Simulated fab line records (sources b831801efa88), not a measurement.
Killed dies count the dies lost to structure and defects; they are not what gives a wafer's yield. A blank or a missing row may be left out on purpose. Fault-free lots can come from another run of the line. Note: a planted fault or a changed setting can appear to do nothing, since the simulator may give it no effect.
A struck lot beside a sound one    flow sky130    34 steps out of a route of 708
Sound: wafers L737.3, L737.4, L737.6. Wafers struck: L743.2, L743.3, L743.5. Last of all comes the cause.
For every step that has rows: the tool of each side, followed by ch and its chambers, followed by its first start. Under that, the readings that differ: sound wafers    struck wafers    difference of the means    sigmas: that difference in standard deviations of wafers without a fault.
alike: readings with means less than 2 such deviations apart, plus words and numbers identical on both sides. not compared: withheld readings, readings lacking a value on some wafer, bounds such as >300 that could conceal the same value, and numbers that have no deviation in the record and whose values overlap.
Wherever a step has rows on one side only, a row that says differs or no value, or a row with sigmas, the two part there. Numbers that have no deviation but don't overlap get no sigmas and don't part them. A reading missing from all wafers of one side parts the sides only when that side holds two or more wafers.

first, 10 steps without rows for these wafers: SKY_VIA1_EXPOSE_09 (exposes mask VIM, target cd 150 nm); SKY_VIA1_PEB_10; SKY_VIA1_DEVELOP_11 (develop time 60 s); SKY_VIA1_ETCH_14 (etches BARC in N2/H2, stops on SiO2, time 45.9 s, target depth 60 nm); SKY_VIA1_ETCH_15 (etches SiO2 in C4F8/O2/Ar, stops on TiN, target depth 351 nm, time 54 s); SKY_VIA1_STRIP_16 (strips in O2/N2); SKY_VIA1_STRIP_17 (strips in post etch residue remover, time 1200 s); SKY_VIA1_CLEAN_18 (cleans in IPA, time 180 s); SKY_VIA1_CLEAN_19 (cleans in O3/DIW); SKY_VIA1_SPUTTER_20 (material TiN, target thk 20 nm, time 80 s).
SKY_VIA1_CVD_21: deposits W, target thk 270 nm, time 80.902 s.
  sound on cvdW-01 ch 0,1, day 34 15:54; struck on cvdW-02 ch 0, day 36 12:41
reading           sound        struck       difference  sigmas
heaterPowerW (W)  845 850 861  914 929 908  +65         +2
then, 22 steps without rows for these wafers: SKY_VIA1_CMP_24 (polishes, stops on SiO2, t overpolish 15 s, target thk 0 nm); SKY_METAL2_SPUTTER_00 (material Ti, target thk 15 nm, time 10 s); SKY_METAL2_SPUTTER_01 (material TiN, target thk 20 nm, time 16.7 s); SKY_METAL2_SPUTTER_02 (material AlCu, target thk 250 nm, time 13.3 s); SKY_METAL2_SPUTTER_03 (material Ti, target thk 5 nm, time 3.3 s); SKY_METAL2_SPUTTER_04 (material TiN, target thk 70 nm, time 58.3 s); SKY_METAL2_DEHYDRATE_07 (time 60 s); SKY_METAL2_HMDS_08 (prime time 60 s); SKY_METAL2_COAT_09 (resist thk 60 nm); SKY_METAL2_COAT_10 (resist thk 450 nm); SKY_METAL2_SOFTBAKE_11 (time 90 s); SKY_METAL2_EXPOSE_12 (exposes mask MM2, target cd 140 nm); SKY_METAL2_PEB_13; SKY_METAL2_DEVELOP_14 (develop time 60 s); SKY_METAL2_DESCUM_17 (chemistry O2, time 8 s); SKY_METAL2_ETCH_18 (etches BARC in N2/H2, stops on SiO2, time 45.9 s, target depth 60 nm); SKY_METAL2_METAL_ETCH_19 (etches the open film in Cl2/BCl3, stops on SiO2, target depth 360 nm, time 78 s); SKY_METAL2_STRIP_20 (strips in O2/N2); SKY_METAL2_STRIP_21 (strips in post etch residue remover, time 1200 s); SKY_METAL2_CLEAN_22 (cleans in IPA, time 180 s); SKY_METAL2_CLEAN_23 (cleans in O3/DIW); SKY_VIA2_HDPCVD_00 (deposits SiO2, target thk 1180 nm, time 196.7 s).
-- the record jumps here: 11 days lie between the struck wafers' starts before and after (it left off in module VIA2 and takes up again in module PAD_OPEN, whose first step shown is number 708 of the route) --
SKY_PAD_OPEN_PROBE_99:
  sound on prober-01, day 46 09:17; struck on prober-01, day 47 20:35
reading                                sound                struck             difference  sigmas
defectLimitedYield (%)                 85.8 80.1 83.3       73.6 72.8 75.6     -9.1        -5
killed_at_M0_to_M3                     35 56 37             91 98 84           +48         +7
killedDies                             70 98 82             130 134 120        +45         +5
sort_bin_3_pad_short (%)               1.0 0.4 0.6          3.5 2.6 2.0        +2.0        +4
sort_bin_5_function (%)                7.3 10.2 9.3         18.7 16.7 15.0     +7.9        +6
sortNPass                              422 394 410          362 358 372        -45         -5
sortYieldPct (%)                       85.8 80.1 83.3       73.6 72.8 75.6     -9.1        -5
model.etest.tester.sortNPass           422 394 410          362 358 372        -45         
model.etest.tester.sortYieldPct (%)    85.77 80.08 83.33    73.58 72.76 75.61  -9.08       
model.etest.tester.sort_bin_5_pct (%)  7.317 10.16 9.35     18.7 16.67 15.04   +7.9        
model.etest.tester.sort_bin_3_pct (%)  1.016 0.4065 0.6098  3.455 2.642 2.033  +2.033      
  alike: killed_at_M4_up, killedAtContacts, killedAtFrontEnd, killedAtOther, killedOpen, killedShort, sort_bin_6_memory

== WHERE THEY PART ==
At SKY_VIA1_CVD_21 first; at SKY_PAD_OPEN_PROBE_99 last (within this record only).

WHY: whatever the simulator had introduced
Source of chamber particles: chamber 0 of cvdW-02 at SKY_VIA1_CVD_21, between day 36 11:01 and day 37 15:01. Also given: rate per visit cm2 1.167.
